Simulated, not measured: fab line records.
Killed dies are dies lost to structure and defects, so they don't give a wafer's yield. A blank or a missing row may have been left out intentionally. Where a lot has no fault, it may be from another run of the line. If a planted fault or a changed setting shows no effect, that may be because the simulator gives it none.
fab line records	flow sky130
[record] lots = 12	wafers = 36	lastDay = 50
route steps=708 shown CONTACT@431 METAL1@437 VIA1@458 PAD_OPEN@708
lots untouched by any fault: they come from a run of this same line in which no faults occurred
startH: start of the lot's first displayed wafer, in hours after the record's first day	waitH: hours since the lot's step before	" unchanged from the row above	L1.1+2: a row that stands for several wafers	- no value, or no start was given	* or withheld: withheld	< > ~ a bound
route shown NAME@n: names a module that has steps shown in the file, with the first one's number in the route	usual: mean/standard deviation of fault-free wafers	same: alike in all rows	chamber/n: place in a boat	sites: the reading at each site	_std_site: their standard deviation	_edge_site: inner sites' mean taken away from outer sites' mean	radiusMm: how far each site lies from the wafer's centre	mask NAME#n: copy n	behind: the most recent tool/chamber to have shaped the wafer	hold: cause of the lot's hold/its duration in hours/its outcome	device: the transistor (n, p or np) that didn't switch	end of line: the same wafers' tests at the end of the route	where a step has no rows: the recipe by itself	killed: count of dies lost to structure and defects at first sort (not the wafer's yield)	map: a wafer's dies, x killed, . not, _ none there
set.NAME: the run value of the setting; set.NAME@STEP: its run value at that earlier step	model.NAME: the simulator's own value behind a step, which no gauge read
a sample of lots followed through the steps of the route, with each step as a table and each wafer as a row
services: from which hour (startH, from the record's first day; less than 0 if before it) a tool's chamber was out of use, for how many hours, and why
[[steps]]
[step SKY_CONTACT_RS_MEAS_25]
[recipe] thkMeasGauge = four-point-probe	reads = W_of_CONTACT_CVD_24+TiN_of_CONTACT_SPUTTER_23
[usual] CONTACT_W_RS = 0.337/0.0088
lot.wafer	tool	chamber	startH	waitH	CONTACT_W_RS[ohm/sq]
L485.3	filmMetro-02	-	739.66	0.1	0.338
L485.5	"	-	"	"	0.340
L485.6	"	-	"	"	0.320
L486.4	filmMetro-02	-	757.54	0.1	0.324
L486.5	"	-	"	"	0.324
L486.6	"	-	"	"	0.344
L492.1	filmMetro-02	-	804.21	0.1	0.344
L492.5	"	-	"	"	0.320
L492.6	"	-	"	"	0.339
L495.1	filmMetro-02	-	805.97	0.1	0.337
L495.4	"	-	"	"	0.340
L495.6	"	-	"	"	0.320
L494.2	filmMetro-01	-	817.33	0.1	0.337
L494.5	"	-	"	"	0.322
L494.6	"	-	"	"	0.338
L496.4	filmMetro-02	-	835.92	0.1	0.325
L496.5	"	-	"	"	0.326
L496.6	"	-	"	"	0.341
L500.1	filmMetro-02	-	861.77	0.1	0.340
L500.2	"	-	"	"	0.345
L500.4	"	-	"	"	0.343
L501.4	filmMetro-01	-	865.41	0.1	0.342
L501.5	"	-	"	"	0.327
L501.6	"	-	"	"	0.340
L503.1	filmMetro-02	-	895.06	0.1	0.341
L503.4	"	-	"	"	0.347
L503.5	"	-	"	"	0.347
L504.1	filmMetro-02	-	898.82	0.1	0.347
L504.3	"	-	"	"	0.345
L504.6	"	-	"	"	0.345
L505.1	filmMetro-01	-	899.71	0.1	0.343
L505.3	"	-	"	"	0.330
L505.5	"	-	"	"	0.329
L506.2	filmMetro-04	-	902.73	0.1	0.324
L506.4	"	-	"	"	0.327
L506.6	"	-	"	"	0.326
[step SKY_CONTACT_THK_MEAS_26]
[recipe] thkMeasGauge = xrf	reads = W_of_CONTACT_CVD_24
[usual] CONTACT_W_THK = 349/10
lot.wafer	tool	chamber	startH	waitH	CONTACT_W_THK[nm]
L485.3	filmMetro-02	-	739.76	0.1	355
L485.5	"	-	"	"	356
L485.6	"	-	"	"	373
L486.4	filmMetro-02	-	757.63	0.1	368
L486.5	"	-	"	"	366
L486.6	"	-	"	"	343
L492.1	filmMetro-02	-	804.33	0.1	348
L492.5	"	-	"	"	371
L492.6	"	-	"	"	348
L495.1	filmMetro-02	-	806.09	0.1	352
L495.4	"	-	"	"	349
L495.6	"	-	"	"	372
L494.2	filmMetro-01	-	817.44	0.1	347
L494.5	"	-	"	"	365
L494.6	"	-	"	"	346
L496.4	filmMetro-02	-	836.01	0.1	358
L496.5	"	-	"	"	357
L496.6	"	-	"	"	340
L500.1	filmMetro-02	-	861.89	0.1	346
L500.2	"	-	"	"	343
L500.4	"	-	"	"	344
L501.4	filmMetro-01	-	865.50	0.1	346
L501.5	"	-	"	"	363
L501.6	"	-	"	"	348
L503.1	filmMetro-02	-	895.18	0.1	343
L503.4	"	-	"	"	336
L503.5	"	-	"	"	338
L504.1	filmMetro-02	-	898.94	0.1	340
L504.3	"	-	"	"	341
L504.6	"	-	"	"	340
L505.1	filmMetro-01	-	899.83	0.1	344
L505.3	"	-	"	"	357
L505.5	"	-	"	"	358
L506.2	filmMetro-04	-	902.84	0.1	357
L506.4	"	-	"	"	356
L506.6	"	-	"	"	359
[step SKY_METAL1_SPUTTER_03]
[recipe] material = Ti	targetThkNm = 5	powerW = 3000	timeS = 3.3	chamberPressurePa = 0.4
[usual] throttleValvePct = 30.1/1.3
[same] timeS = 3.3
lot.wafer	tool	chamber	startH	waitH	throttleValvePct
L485.3	pvdSputter-02	-	740.17	0.0	30.6
L485.5	"	-	"	"	30.8
L485.6	"	-	"	"	30.4
L486.4	pvdSputter-01	-	759.79	0.0	30.5
L486.5	"	-	"	"	32.2
L486.6	"	-	"	"	27.2
L492.1	pvdSputter-01	-	804.76	0.0	27.3
L492.5	"	-	"	"	32.1
L492.6	"	-	"	"	27.1
L495.1	pvdSputter-01	-	806.52	0.0	32.1
L495.4	"	-	"	"	30.6
L495.6	"	-	"	"	32.3
L494.2	pvdSputter-02	-	817.86	0.0	30.1
L494.5	"	-	"	"	30.3
L494.6	"	-	"	"	29.6
L496.4	pvdSputter-04	-	836.41	0.0	30.4
L496.5	"	-	"	"	29.6
L496.6	"	-	"	"	29.4
L500.1	pvdSputter-01	-	862.32	0.0	30.0
L500.2	"	-	"	"	30.6
L500.4	"	-	"	"	26.9
L501.4	pvdSputter-04	-	865.90	0.0	29.5
L501.5	"	-	"	"	29.9
L501.6	"	-	"	"	30.5
L503.1	pvdSputter-02	-	895.62	0.0	31.1
L503.4	"	-	"	"	30.4
L503.5	"	-	"	"	30.9
L504.1	pvdSputter-02	-	899.37	0.0	31.1
L504.3	"	-	"	"	30.8
L504.6	"	-	"	"	30.7
L505.1	pvdSputter-01	-	900.26	0.0	30.1
L505.3	"	-	"	"	27.4
L505.5	"	-	"	"	27.2
L506.2	pvdSputter-01	-	903.27	0.0	30.1
L506.4	"	-	"	"	30.5
L506.6	"	-	"	"	27.2
[step SKY_VIA1_HDPCVD_00]
[recipe] material = SiO2	targetThkNm = 1030	sigmaOpenFrac = 0.3	timeS = 171.7	tempC = 400	sih4FlowSccm = 60	pressureMtorr = 6
[usual] runLengthS = 199.3/0.45
lot.wafer	tool	chamber	startH	waitH	runLengthS
L485.3	hdpcvd-01	0	768.13	0.0	198.8
L485.5	"	0	"	"	198.9
L485.6	"	1	"	"	199.9
L486.4	hdpcvd-01	0	787.50	0.1	198.9
L486.5	"	1	"	"	199.4
L486.6	"	2	"	"	198.8
L492.1	hdpcvd-01	2	831.91	0.0	192.9
L492.5	"	2	"	"	193.3
L492.6	"	1	"	"	193.3
L495.1	hdpcvd-01	2	833.59	0.0	192.7
L495.4	"	1	"	"	193.8
L495.6	"	0	"	"	192.9
L494.2	hdpcvd-01	2	845.57	0.0	193.0
L494.5	"	1	"	"	193.6
L494.6	"	0	"	"	192.9
L496.4	hdpcvd-02	0	863.38	0.1	200.2
L496.5	"	2	"	"	199.1
L496.6	"	1	"	"	199.3
L500.1	hdpcvd-02	1	889.16	0.0	199.3
L500.2	"	0	"	"	199.6
L500.4	"	0	"	"	199.9
L501.4	hdpcvd-02	0	892.81	0.1	199.6
L501.5	"	2	"	"	199.0
L501.6	"	1	"	"	199.0
L503.1	hdpcvd-02	2	921.11	0.0	199.4
L503.4	"	2	"	"	199.0
L503.5	"	1	"	"	198.8
L504.1	hdpcvd-02	0	925.46	0.0	199.9
L504.3	"	1	"	"	198.6
L504.6	"	1	"	"	199.4
L505.1	hdpcvd-01	1	925.70	0.0	199.9
L505.3	"	0	"	"	199.2
L505.5	"	2	"	"	199.1
L506.2	hdpcvd-02	1	928.93	0.0	198.7
L506.4	"	1	"	"	198.7
L506.6	"	0	"	"	200.1
[step SKY_VIA1_THK_MEAS_01]
[recipe] reads = SiO2_of_VIA1_HDPCVD_00
[usual] VIA1_HDPCVD_THK = 1038/10
lot.wafer	tool	chamber	startH	waitH	VIA1_HDPCVD_THK[nm]
L485.3	filmMetro-03	-	768.26	0.1	1038
L485.5	"	-	"	"	1045
L485.6	"	-	"	"	1051
L486.4	filmMetro-03	-	787.59	0.0	1040
L486.5	"	-	"	"	1044
L486.6	"	-	"	"	1031
L492.1	filmMetro-04	-	832.02	0.1	1007
L492.5	"	-	"	"	989
L492.6	"	-	"	"	1000
L495.1	filmMetro-03	-	833.70	0.1	1002
L495.4	"	-	"	"	1007
L495.6	"	-	"	"	988
L494.2	filmMetro-03	-	845.70	0.1	994
L494.5	"	-	"	"	1012
L494.6	"	-	"	"	1011
L496.4	filmMetro-03	-	863.46	0.0	1031
L496.5	"	-	"	"	1055
L496.6	"	-	"	"	1042
L500.1	filmMetro-03	-	889.27	0.1	1044
L500.2	"	-	"	"	1045
L500.4	"	-	"	"	1032
L501.4	filmMetro-04	-	892.90	0.0	1030
L501.5	"	-	"	"	1053
L501.6	"	-	"	"	1033
L503.1	filmMetro-01	-	921.22	0.1	1050
L503.4	"	-	"	"	1050
L503.5	"	-	"	"	1036
L504.1	filmMetro-01	-	925.57	0.1	1013
L504.3	"	-	"	"	1041
L504.6	"	-	"	"	1025
L505.1	filmMetro-04	-	925.81	0.1	1052
L505.3	"	-	"	"	1030
L505.5	"	-	"	"	1037
L506.2	filmMetro-01	-	929.05	0.1	1027
L506.4	"	-	"	"	1022
L506.6	"	-	"	"	1013
[step SKY_PAD_OPEN_PROBE_99]
[usual] defectLimitedYield = 82.6/1.9	killed_at_M0_to_M3 = 43/7.2	killed_at_M4_up = 3.5/2	killedAtContacts = 24/5.2	killedAtFrontEnd = 15/4.4	killedAtOther = 0.2/0.48	killedDies = 85/9.4	killedOpen = 46/7.3	killedShort = 39/6.1	sort_bin_3_pad_short = 0.8/0.37	sort_bin_5_function = 10.2/1.4	sort_bin_6_memory = 6.3/1.1	sortNPass = 407/9.4	sortYieldPct = 82.6/1.9
[same] grossDies = 492	killedAtBackSide = 0	sort_bin_4_leakage[%] = 0	sort_bin_8_speed[%] = 0
lot.wafer	tool	chamber	startH	waitH	defectLimitedYield[%]	killed_at_M0_to_M3	killed_at_M4_up	killedAtContacts	killedAtFrontEnd	killedAtOther	killedDies	killedOpen	killedShort	sort_bin_3_pad_short[%]	sort_bin_5_function[%]	sort_bin_6_memory[%]	sortNPass	sortYieldPct[%]
L486.4	prober-01	-	1097.87	0.2	81.5	47	3	30	11	0	91	46	45	0.8	10.4	7.3	401	81.5
L486.5	prober-01	-	1097.92	0.2	79.9	45	3	34	17	0	99	61	38	1.2	10.4	8.5	393	79.9
L486.6	prober-01	-	1097.97	0.2	80.7	43	7	32	13	0	95	55	38	1.0	11.4	6.9	397	80.7
L492.6	prober-01	-	1127.40	0.2	84.1	47	1	16	14	0	78	41	37	1.0	9.6	5.3	414	84.1
L501.4	prober-02	-	1169.76	0.2	81.1	48	2	27	16	0	93	46	46	0.8	11.2	6.9	399	81.1
L501.5	prober-02	-	1169.81	0.2	82.9	33	1	31	19	0	84	56	28	0.8	10.0	6.3	408	82.9
L501.6	prober-02	-	1169.86	0.2	81.1	48	2	27	16	0	93	50	43	1.4	10.2	7.3	399	81.1
L505.1	prober-01	-	1189.84	0.1	81.9	45	4	21	19	0	89	48	41	0.6	11.8	5.7	403	81.9
L505.3	prober-01	-	1189.94	0.2	83.3	42	2	22	16	0	82	41	41	0.4	10.8	5.5	410	83.3
L505.5	prober-01	-	1190.04	0.2	81.3	41	2	35	14	0	92	50	42	0.8	10.6	7.3	400	81.3
// killed by level:class
L486.4 CONTACT:geometricParticle:open=10 LI_CONTACT:geometricParticle:open=7 VIA1:geometricParticle:open=7 METAL2:geometricParticle:short=7 VIA2:geometricParticle:open=7 VIA3:geometricParticle:open=6 LI_CONTACT:geometricParticle:short=5 METAL1:geometricParticle:short=5
L486.5 VIA1:geometricParticle:open=16 CONTACT:geometricParticle:open=13 CONTACT:geometricParticle:short=10 LI_CONTACT:geometricParticle:open=7 VIA2:geometricParticle:open=6 VIA1:geometricParticle:short=5 FIELD_ISO:geometricParticle:open=4 METAL1:geometricParticle:short=4
L486.6 VIA2:geometricParticle:open=10 LI_CONTACT:geometricParticle:open=8 CONTACT:geometricParticle:open=7 VIA1:geometricParticle:open=7 VIA3:geometricParticle:open=6 VIA1:geometricParticle:short=5 FIELD_ISO:geometricParticle:open=4 LI_CONTACT:geometricParticle:short=4
L492.6 VIA1:geometricParticle:open=11 CONTACT:geometricParticle:open=7 METAL1:geometricParticle:short=6 VIA2:geometricParticle:open=6 FIELD_ISO:geometricParticle:short=5 LI_CONTACT:geometricParticle:open=5 VIA3:geometricParticle:open=5 METAL2:geometricParticle:short=5
L501.4 CONTACT:geometricParticle:open=11 VIA1:geometricParticle:open=10 VIA3:geometricParticle:open=10 FIELD_ISO:geometricParticle:short=7 CONTACT:geometricParticle:short=7 LOCAL_INTERCONNECT:geometricParticle:short=6 VIA2:geometricParticle:open=6 METAL3:geometricParticle:short=5
L501.5 CONTACT:geometricParticle:open=10 LI_CONTACT:geometricParticle:open=9 VIA3:geometricParticle:open=8 VIA1:geometricParticle:open=7 FIELD_ISO:geometricParticle:open=6 POLY_GATE:geometricParticle:short=5 CONTACT:geometricParticle:short=5 VIA2:geometricParticle:open=5
L501.6 VIA1:geometricParticle:open=13 CONTACT:geometricParticle:open=8 LI_CONTACT:geometricParticle:open=8 VIA2:geometricParticle:open=8 FIELD_ISO:geometricParticle:short=6 METAL3:geometricParticle:short=5 POLY_GATE:geometricParticle:short=4 METAL1:geometricParticle:short=4
L505.1 VIA1:geometricParticle:open=11 VIA3:geometricParticle:open=8 CONTACT:geometricParticle:open=7 FIELD_ISO:geometricParticle:short=5 LI_CONTACT:geometricParticle:open=5 CONTACT:geometricParticle:short=5 VIA1:geometricParticle:short=5 VIA2:geometricParticle:short=4
L505.3 VIA1:geometricParticle:open=9 VIA3:geometricParticle:open=8 CONTACT:geometricParticle:open=7 VIA2:geometricParticle:short=7 CONTACT:geometricParticle:short=5 LI_CONTACT:geometricParticle:open=4 POLY_GATE:geometricParticle:short=4 METAL1:geometricParticle:short=4
L505.5 CONTACT:geometricParticle:open=12 METAL2:geometricParticle:short=9 LI_CONTACT:geometricParticle:open=8 VIA1:geometricParticle:open=8 VIA2:geometricParticle:open=8 CONTACT:geometricParticle:short=7 FIELD_ISO:geometricParticle:short=4 POLY_GATE:geometricParticle:open=4
[[services]]
tool	chamber	startH	hours	kind
pvdSputter-02	-	718.01	0.6	repair
hdpcvd-02	2	745.75	6.0	repair
hdpcvd-02	-	766.01	2.8	pm
hdpcvd-01	1	776.77	3.4	repair
pvdSputter-04	1	793.37	-	consumableReplace:kit
pvdSputter-04	1	793.37	18.0	scheduledDown
pvdSputter-04	1	793.37	18.0	ventCycle
pvdSputter-02	3	804.10	-	consumableReplace:kit
pvdSputter-02	3	804.10	18.0	scheduledDown
pvdSputter-02	3	804.10	18.0	ventCycle
pvdSputter-02	-	805.55	1.1	repair
hdpcvd-01	1	853.36	2.4	repair
pvdSputter-02	-	878.85	3.7	repair
pvdSputter-01	-	885.11	7.9	repair
pvdSputter-04	-	886.72	13.6	repair
hdpcvd-02	0	896.47	9.6	repair
pvdSputter-02	2	905.14	-	consumableReplace:kit
pvdSputter-02	2	905.14	18.0	scheduledDown
pvdSputter-02	2	905.14	18.0	ventCycle
pvdSputter-01	-	921.14	2.2	repair
[[key]]
[firstSign] step = SKY_VIA1_HDPCVD_00	reading = runLengthS	direction = down	sigmas = 14	usual = *	struck = *
[effect] step = SKY_VIA1_THK_MEAS_01	reading = VIA1_HDPCVD_THK	direction = down	sigmas = 3.6	usual = 1038	struck = 1001
metAt SKY_VIA1_HDPCVD_00
struckLots L492,L494,L495
notActingAt SKY_CONTACT_RS_MEAS_25,SKY_CONTACT_THK_MEAS_26,SKY_METAL1_SPUTTER_03
onsetBetween 787.50 831.91
[fault] kind = processParameterDrift	tool = hdpcvd-01	chamber = -	onsetH = 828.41	steps = SKY_VIA1_HDPCVD_00	channel = timeS	offset = *	shape = step	endH = 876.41	actsIn = *	stated = *
